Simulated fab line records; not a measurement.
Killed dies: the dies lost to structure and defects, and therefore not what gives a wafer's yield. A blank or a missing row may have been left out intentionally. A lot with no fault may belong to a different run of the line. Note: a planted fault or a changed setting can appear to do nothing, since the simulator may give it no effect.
fab line records	flow sky130
[record] lots = 15	wafers = 45	lastDay = 50
route steps=708 shown METAL1@450 VIA1@471
lots that met no fault: taken from a fault-free run of the same line
startH: hours from the record's opening day to when the first of the lot's shown wafers began	waitH: hours from the lot's prior step to this one	" the same as in the row above	L1.1+2: one row covering several wafers at once	- value missing, or start not given	* or withheld: withheld	< > ~ a bound
route shown NAME@n: names a module that has steps shown in the file, with the first one's number in the route	usual: average and standard deviation across the fault-free wafers	same: alike in all rows	chamber/n: place in a boat	sites: per-site readings	_std_site: their standard deviation	_edge_site: the outer-site mean with the inner-site mean subtracted	radiusMm: for every site, how far away it sits from the centre of the wafer	mask NAME#n: copy n	behind: tool/chamber where the wafer was last shaped	hold: reason for holding the lot/hours on hold/outcome of the hold	device: which transistor (n, p or np) failed to switch	end of line: the tests these same wafers got at the end of their route	for a step that has no rows: nothing shown but its recipe	killed: dies that structure and defects cost at the first sort, which is not the same as the wafer's yield	map: a wafer's dies, marking killed ones x, the rest . and places with no die _
set.NAME: the run value of the setting; set.NAME@STEP: its run value at that earlier step	model.NAME: the simulator's own value behind a step, which no gauge read
the route's steps for a sample of lots (tables are steps, rows are wafers)
services: when a tool's chamber went out of use (startH, in hours from the record's first day, below 0 if earlier), for how many hours, and the reason
[[steps]]
[step SKY_METAL1_OVL_MEAS_16]
[usual] METAL1_OVL = 3/6.3
lot.wafer	tool	chamber	startH	waitH	METAL1_OVL[nm]
L847.3	overlay-01	-	767.03	0.1	-7
L847.4	"	-	"	"	-3
L847.5	"	-	"	"	-2
L848.1	overlay-01	-	772.43	0.1	10
L848.2	"	-	"	"	11
L848.6	"	-	"	"	3
L849.1	overlay-02	-	778.83	0.1	-1
L849.5	"	-	"	"	4
L849.6	"	-	"	"	-5
L851.2	overlay-02	-	829.39	0.1	8
L851.5	"	-	"	"	-2
L851.6	"	-	"	"	0
L852.1	overlay-01	-	830.53	0.1	6
L852.3	"	-	"	"	8
L852.4	"	-	"	"	0
L853.1	overlay-02	-	832.02	0.1	4
L853.3	"	-	"	"	4
L853.4	"	-	"	"	-2
L854.2	overlay-01	-	834.44	0.1	0
L854.5	"	-	"	"	-8
L854.6	"	-	"	"	8
L855.1	overlay-02	-	841.23	0.1	-6
L855.3	"	-	"	"	0
L855.6	"	-	"	"	0
L858.1	overlay-02	-	853.18	0.1	6
L858.2	"	-	"	"	3
L858.6	"	-	"	"	4
L857.4	overlay-02	-	860.24	0.1	1
L857.5	"	-	"	"	-4
L857.6	"	-	"	"	0
L863.1	overlay-02	-	914.12	0.1	7
L863.3	"	-	"	"	3
L863.5	"	-	"	"	0
L865.2	overlay-02	-	925.84	0.1	13
L865.3	"	-	"	"	8
L865.4	"	-	"	"	6
L867.3	overlay-02	-	937.88	0.1	13
L867.4	"	-	"	"	0
L867.5	"	-	"	"	15
L868.1	overlay-01	-	938.22	0.1	-2
L868.3	"	-	"	"	1
L868.5	"	-	"	"	3
L869.1	overlay-02	-	957.42	0.1	-5
L869.2	"	-	"	"	-2
L869.3	"	-	"	"	0
[step SKY_VIA1_OVL_MEAS_13]
[usual] VIA1_OVL = -3/5.5
lot.wafer	tool	chamber	startH	waitH	VIA1_OVL[nm]
L847.3	overlay-01	-	794.64	0.1	10
L847.4	"	-	"	"	-3
L847.5	"	-	"	"	11
L848.1	overlay-01	-	800.67	0.1	-5
L848.2	"	-	"	"	2
L848.6	"	-	"	"	-2
L849.1	overlay-02	-	807.14	0.1	-3
L849.5	"	-	"	"	-2
L849.6	"	-	"	"	3
L851.2	overlay-02	-	857.29	0.1	-4
L851.5	"	-	"	"	4
L851.6	"	-	"	"	-5
L852.1	overlay-01	-	857.94	0.1	-10
L852.3	"	-	"	"	-6
L852.4	"	-	"	"	-12
L853.1	overlay-02	-	859.05	0.1	-3
L853.3	"	-	"	"	0
L853.4	"	-	"	"	1
L854.2	overlay-01	-	861.44	0.1	0
L854.5	"	-	"	"	-6
L854.6	"	-	"	"	-1
L855.1	overlay-02	-	868.79	0.1	-13
L855.3	"	-	"	"	-10
L855.6	"	-	"	"	-16
L858.1	overlay-01	-	880.74	0.1	6
L858.2	"	-	"	"	-1
L858.6	"	-	"	"	-7
L857.4	overlay-01	-	887.38	0.1	-1
L857.5	"	-	"	"	1
L857.6	"	-	"	"	-6
L863.1	overlay-01	-	939.82	0.1	-7
L863.3	"	-	"	"	-7
L863.5	"	-	"	"	-6
L865.2	overlay-02	-	951.45	0.1	-2
L865.3	"	-	"	"	-2
L865.4	"	-	"	"	-1
L867.3	overlay-01	-	963.63	0.1	0
L867.4	"	-	"	"	-2
L867.5	"	-	"	"	-4
L868.1	overlay-01	-	963.97	0.1	-4
L868.3	"	-	"	"	6
L868.5	"	-	"	"	0
L869.1	overlay-01	-	983.32	0.1	-5
L869.2	"	-	"	"	-6
L869.3	"	-	"	"	-7
[step SKY_VIA1_ETCH_15]
[recipe] target = SiO2	chemistry = C4F8/O2/Ar	targetDepthNm = 351	stopOn = TiN	maskMaterial = KrF-thick	sourceW = 1500	biasW = 1200	pressureMtorr = 40	c4f8FlowSccm = withheld	O2_flow_sccm = 6	Ar_flow_sccm = 300	timeS = 54
[usual] biasW = 1200/3.5	chamberPressureMTorr = 40.00/0.035	oesProductAu = 0.982/0.0049
lot.wafer	tool	chamber	startH	waitH	biasW	chamberPressureMTorr	oesProductAu	rfHoursCounterH
L847.3	rieDiel-01	0	794.71	0.0	1200	40.04	0.990	38
L847.4	"	1	"	"	1197	40.01	0.976	-
L847.5	"	2	"	"	1200	40.01	0.979	-
L848.1	rieDiel-02	0	800.75	0.0	1201	39.94	0.986	19
L848.2	"	3	"	"	1201	40.01	0.981	18
L848.6	"	0	"	"	1199	39.99	0.986	-
L849.1	rieDiel-03	1	807.22	0.0	1200	40.00	0.988	9
L849.5	"	0	"	"	1193	39.99	0.989	-
L849.6	"	3	"	"	1201	39.95	0.989	-
L851.2	rieDiel-03	1	857.36	0.0	1197	40.03	0.980	10
L851.5	"	2	"	"	1203	39.97	0.979	-
L851.6	"	1	"	"	1202	39.94	0.980	-
L852.1	rieDiel-01	3	858.02	0.0	1208	40.01	0.985	3
L852.3	"	0	"	"	1198	40.01	0.977	0
L852.4	"	1	"	"	1203	40.00	0.982	8
L853.1	rieDiel-03	2	859.13	0.0	1199	39.93	0.979	12
L853.3	"	1	"	"	1200	39.94	0.977	10
L853.4	"	0	"	"	1200	40.07	0.994	4
L854.2	rieDiel-01	2	861.51	0.0	1202	39.96	0.976	8
L854.5	"	1	"	"	1201	40.04	0.980	-
L854.6	"	2	"	"	1199	39.97	0.967	-
L855.1	rieDiel-03	0	868.87	0.0	-	-	-	-
L855.3	"	3	"	"	-	-	-	-
L855.6	"	0	"	"	-	-	-	-
L858.1	rieDiel-03	1	880.82	0.0	-	-	-	-
L858.2	"	2	"	"	-	-	-	-
L858.6	"	0	"	"	-	-	-	-
L857.4	rieDiel-03	0	887.44	0.0	-	-	-	-
L857.5	"	1	"	"	-	-	-	-
L857.6	"	0	"	"	-	-	-	-
L863.1	rieDiel-01	3	939.90	0.0	1200	40.03	0.988	6
L863.3	"	0	"	"	1198	40.03	0.981	2
L863.5	"	2	"	"	1208	40.01	0.976	-
L865.2	rieDiel-03	0	951.52	0.0	1199	40.02	0.983	7
L865.3	"	3	"	"	1206	39.95	0.982	4
L865.4	"	1	"	"	1200	40.03	0.987	12
L867.3	rieDiel-01	0	963.70	0.0	1202	40.01	0.977	3
L867.4	"	3	"	"	1202	39.96	0.984	6
L867.5	"	3	"	"	1200	39.96	0.984	-
L868.1	rieDiel-03	0	964.05	0.0	1195	40.07	0.983	7
L868.3	"	2	"	"	1197	40.00	0.973	15
L868.5	"	0	"	"	1196	40.06	0.980	-
L869.1	rieDiel-03	2	983.40	0.0	1200	39.99	0.978	15
L869.2	"	3	"	"	1197	39.98	0.988	5
L869.3	"	1	"	"	1197	40.01	0.984	13
[step SKY_VIA1_STRIP_16]
[recipe] chemistry = O2/N2	powerW = 1400	pressureMtorr = 1500	platenTempC = withheld	o2FlowSccm = 3000	n2FlowSccm = 300	overashFraction = 0.5
[usual] drypumpMotorCurrentA = 5.67/0.2	oesProductAu = 0.416/0.0047	stripTimeToEndpointS = 4.462/0.02
lot.wafer	tool	chamber	startH	waitH	drypumpMotorCurrentA	oesProductAu	rfHoursCounterH	stripTimeToEndpointS
L847.3	plasmaAsher-01	0	794.79	0.1	5.46	0.414	-	4.487
L847.4	"	1	"	"	5.89	0.418	-	4.493
L847.5	"	0	"	"	5.48	0.424	-	4.495
L848.1	plasmaAsher-04	0	800.79	0.0	5.86	0.418	5	4.462
L848.2	"	1	"	"	5.80	0.408	5	4.470
L848.6	"	0	"	"	5.84	0.421	-	4.468
L849.1	plasmaAsher-03	0	807.27	0.0	5.38	0.416	69	4.466
L849.5	"	0	"	"	5.39	0.416	-	4.430
L849.6	"	1	"	"	5.50	0.415	-	4.428
L851.2	plasmaAsher-03	1	857.40	0.0	5.49	0.418	74	4.472
L851.5	"	0	"	"	5.40	0.422	-	4.492
L851.6	"	1	"	"	5.48	0.417	-	4.475
L852.1	plasmaAsher-01	1	858.07	0.0	5.85	0.411	105	4.469
L852.3	"	0	"	"	5.49	0.419	-	4.476
L852.4	"	1	"	"	5.87	0.417	-	4.437
L853.1	plasmaAsher-01	1	859.18	0.0	5.89	0.414	105	4.517
L853.3	"	0	"	"	5.49	0.421	-	4.500
L853.4	"	1	"	"	5.89	0.425	-	4.488
L854.2	plasmaAsher-04	1	861.55	0.0	5.81	0.414	11	4.469
L854.5	"	1	"	"	5.82	0.419	-	4.452
L854.6	"	0	"	"	5.85	0.426	-	4.468
L855.1	plasmaAsher-01	0	868.92	0.0	5.49	0.439	106	5.201
L855.3	"	1	"	"	5.85	0.444	-	5.170
L855.6	"	0	"	"	5.49	0.450	-	5.158
L858.1	plasmaAsher-04	0	880.87	0.0	5.85	0.442	13	5.182
L858.2	"	1	"	"	5.82	0.447	13	5.216
L858.6	"	0	"	"	5.87	0.434	-	5.228
L857.4	plasmaAsher-04	1	887.52	0.1	5.81	0.450	-	5.204
L857.5	"	0	"	"	5.81	0.444	-	5.200
L857.6	"	1	"	"	5.80	0.439	-	5.183
L863.1	plasmaAsher-04	0	939.94	0.0	5.83	0.417	19	4.447
L863.3	"	1	"	"	5.80	0.416	-	4.438
L863.5	"	1	"	"	5.81	0.427	-	4.466
L865.2	plasmaAsher-01	0	951.57	0.0	5.47	0.423	114	4.451
L865.3	"	1	"	"	5.87	0.411	-	4.441
L865.4	"	0	"	"	5.48	0.425	-	4.467
L867.3	plasmaAsher-01	0	963.78	0.1	5.49	0.415	-	4.465
L867.4	"	1	"	"	5.88	0.420	-	4.436
L867.5	"	1	"	"	5.88	0.417	-	4.468
L868.1	plasmaAsher-01	1	964.09	0.0	5.88	0.415	115	4.478
L868.3	"	1	"	"	5.89	0.426	-	4.477
L868.5	"	0	"	"	5.48	0.414	-	4.484
L869.1	plasmaAsher-03	0	983.44	0.0	5.39	0.409	86	4.493
L869.2	"	1	"	"	5.47	0.417	86	4.474
L869.3	"	0	"	"	5.38	0.413	-	4.473
[step SKY_VIA1_SPUTTER_20]
[recipe] material = TiN	targetThkNm = 20	chamberPressurePa = 5	powerW = 4000	timeS = 80
[usual] throttleValvePct = 29.8/1.1
lot.wafer	tool	chamber	startH	waitH	throttleValvePct
L847.3	pvdSputter-02	-	795.35	0.0	29.1
L847.4	"	-	"	"	30.2
L847.5	"	-	"	"	29.2
L848.1	pvdSputter-01	-	801.38	0.0	30.6
L848.2	"	-	"	"	29.5
L848.6	"	-	"	"	29.8
L849.1	pvdSputter-01	-	807.87	0.0	29.4
L849.5	"	-	"	"	29.4
L849.6	"	-	"	"	31.0
L851.2	pvdSputter-01	-	858.00	0.0	29.4
L851.5	"	-	"	"	30.7
L851.6	"	-	"	"	29.4
L852.1	pvdSputter-03	-	858.66	0.0	30.0
L852.3	"	-	"	"	29.5
L852.4	"	-	"	"	27.5
L853.1	pvdSputter-03	-	859.77	0.0	31.7
L853.3	"	-	"	"	29.6
L853.4	"	-	"	"	30.5
L854.2	pvdSputter-02	-	862.15	0.0	30.5
L854.5	"	-	"	"	29.5
L854.6	"	-	"	"	30.3
L855.1	pvdSputter-02	-	869.51	0.0	29.3
L855.3	"	-	"	"	30.0
L855.6	"	-	"	"	29.4
L858.1	pvdSputter-01	-	881.46	0.0	29.5
L858.2	"	-	"	"	30.6
L858.6	"	-	"	"	29.7
L857.4	pvdSputter-01	-	888.11	0.0	29.1
L857.5	"	-	"	"	29.0
L857.6	"	-	"	"	29.7
L863.1	pvdSputter-03	-	940.58	0.0	29.5
L863.3	"	-	"	"	27.8
L863.5	"	-	"	"	32.1
L865.2	pvdSputter-03	-	952.19	0.0	30.2
L865.3	"	-	"	"	29.5
L865.4	"	-	"	"	30.1
L867.3	pvdSputter-03	-	964.38	0.0	29.4
L867.4	"	-	"	"	30.1
L867.5	"	-	"	"	29.6
L868.1	pvdSputter-02	-	964.86	0.0	29.5
L868.3	"	-	"	"	29.4
L868.5	"	-	"	"	29.2
L869.1	pvdSputter-02	-	984.04	0.0	29.1
L869.2	"	-	"	"	29.3
L869.3	"	-	"	"	30.1
[[services]]
tool	chamber	startH	hours	kind
rieDiel-03	0	789.38	15.6	repair
rieDiel-01	3	790.57	11.1	repair
rieDiel-01	0	806.01	16.1	repair
rieDiel-02	2	817.78	8.0	repair
rieDiel-01	0	822.11	-	clean
rieDiel-01	0	822.11	27.7	scheduledDown
rieDiel-01	0	822.11	27.7	ventCycle
pvdSputter-02	3	832.59	-	consumableReplace:kit
pvdSputter-01	-	837.86	1.5	repair
rieDiel-03	3	845.05	2.0	repair
plasmaAsher-04	-	847.49	0.5	repair
pvdSputter-02	-	850.07	1.9	repair
rieDiel-02	2	860.46	1.6	repair
rieDiel-01	-	863.41	0.3	repair
rieDiel-03	2	869.44	5.7	repair
rieDiel-02	1	889.03	1.4	repair
rieDiel-03	1	891.68	16.5	repair
rieDiel-01	0	893.94	7.2	repair
rieDiel-02	0	899.46	7.1	repair
plasmaAsher-04	-	909.60	2.8	pm
plasmaAsher-01	-	914.66	2.6	repair
pvdSputter-02	-	952.47	1.6	repair
rieDiel-02	3	952.51	1.4	repair
pvdSputter-03	-	969.74	1.6	repair
[[key]]
[firstSign] step = SKY_VIA1_ETCH_15	reading = toolRecord	direction = missing
[effect] step = SKY_VIA1_STRIP_16	reading = stripTimeToEndpointS	direction = up	sigmas = 37	usual = *	struck = *
metAt SKY_VIA1_ETCH_15
struckLots L855,L857,L858
laterRowsLeftOut L855.1,L855.3,L855.6,L857.4,L857.5,L857.6,L858.1,L858.2,L858.6
sortLeftOut L855.1,L855.3,L855.6,L857.4,L857.5,L857.6,L858.1,L858.2,L858.6
notActingAt SKY_METAL1_OVL_MEAS_16,SKY_VIA1_OVL_MEAS_13,SKY_VIA1_SPUTTER_20
onsetBetween 859.13 868.87
[fault] kind = skippedStepWhole	tool = rieDiel-03	chamber = -	onsetH = 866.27	steps = SKY_VIA1_ETCH_15	scope = struckLotsOnly
// sortLeftOut: the simulated sort isn't trusted on such a fault, so these wafers' sort isn't shown, and their yield isn't known
// laterRowsLeftOut: the simulator's readings of these wafers behind a module that went badly wrong aren't trusted and aren't shown, but for the sort
